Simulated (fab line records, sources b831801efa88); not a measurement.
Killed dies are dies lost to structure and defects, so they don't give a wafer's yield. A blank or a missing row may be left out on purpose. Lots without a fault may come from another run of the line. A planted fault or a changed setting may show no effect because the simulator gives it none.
Problem report in the 8D (eight disciplines) form, filled by code | flow gf180mcu | the parts of the form that need people (team, actions taken, sign-off) are left out

1. THE PROBLEM
cd_nm at GF_NSD_CD_MEAS_07 reads a mean of 314.8 nm on 3 wafers of 3 lots; wafers without a fault read 400.6 nm with a standard deviation of 2.1. That is -41 standard deviations from the usual mean.
The step: target cd 400 nm.
First seen on wafer L374.1, day 16 08:22, on cd_sem-01. The record holds 38 wafers of 13 lots with a number at this step. Rule for "out", or "out of limits": more than 4 standard deviations from the usual mean. The other wafers with a number count as sound.

2. WHAT IT IS AND WHAT IT IS NOT
question                    | is                     | is not
which readings at this step | cd_nm                  | -
which lots                  | L374, L376, L378       | L366, L367, L369, L370, L372, L384, L386, L387, L388, L389
which wafers of those lots  | L374.1, L376.5, L378.1 | L374.2, L374.4, L376.2, L378.2, L378.3
read on which gauges        | cd_sem-01, cd_sem-02   | -
when                        | from day 16 08:22      | up to then (17 sound wafers); but 18 sound wafers of L376, L378, L384, L386, L387, L388, L389 came after

3. SUSPECTS, AND WHAT RULES EACH OUT
Counting: a tool at a process step up to the reading stays a suspect if it ran every lot that is out. Sound lots after the first of them don't rule it out here, since some wafers of a struck lot are sound.
- the gauge at GF_NSD_CD_MEAS_07: ruled out. The wafers that are out were read on 2 gauges (cd_sem-01, cd_sem-02).
- litho_track-03 at GF_NSD_DEVELOP_06 (develop time 60 s): kept. It ran every lot that is out, first L374 (day 16 08:13); its last sound lot up to then is L370 (day 14 17:49).
Left after counting: litho_track-03 at GF_NSD_DEVELOP_06.

4. THE CAUSE (what the simulator had put in)
Process parameter drift: litho_track-03, from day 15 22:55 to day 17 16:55, at GF_NSD_DEVELOP_06. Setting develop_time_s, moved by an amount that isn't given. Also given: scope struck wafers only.
Counting left only this tool.

5. THE CHAIN OF EFFECTS, in route order
Each row: a reading whose mean over the struck wafers that have a number lies more than 3 standard deviations from the usual. Only readings for which the record gives a usual standard deviation are gone through. hours: the time from each lot's start at the first step in this table that gives one to its start at this step, as a median over the lots. sigmas: the change in usual standard deviations.
hours | step              | reading | usual    | on struck wafers | change | sigmas
0     | GF_NSD_CD_MEAS_07 | cd_nm   | 400.6 nm | 314.8            | -85.8  | -41
Later measuring or inspecting steps at which every struck wafer that the step has a row for has a number for every such reading, and none has moved that far: GF_SAB_OVL_MEAS_10, GF_PASSIVATION_BOW_MEAS_14.

6. WHAT WOULD HAVE CAUGHT IT SOONER
In this record the first reading out of limits at a measuring or inspecting step was taken at day 16 08:22, 9 hours after the fault began at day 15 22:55.
Of the tool readings at GF_NSD_DEVELOP_06 for which the record gives a usual standard deviation, none was out on any struck wafer, so an alarm limit of 4 standard deviations on them would not have fired.
Of the lots that are out (3), L376, L378 began GF_NSD_DEVELOP_06 on litho_track-03 after day 16 08:22. A hold on the tool at that time would have spared those 2.
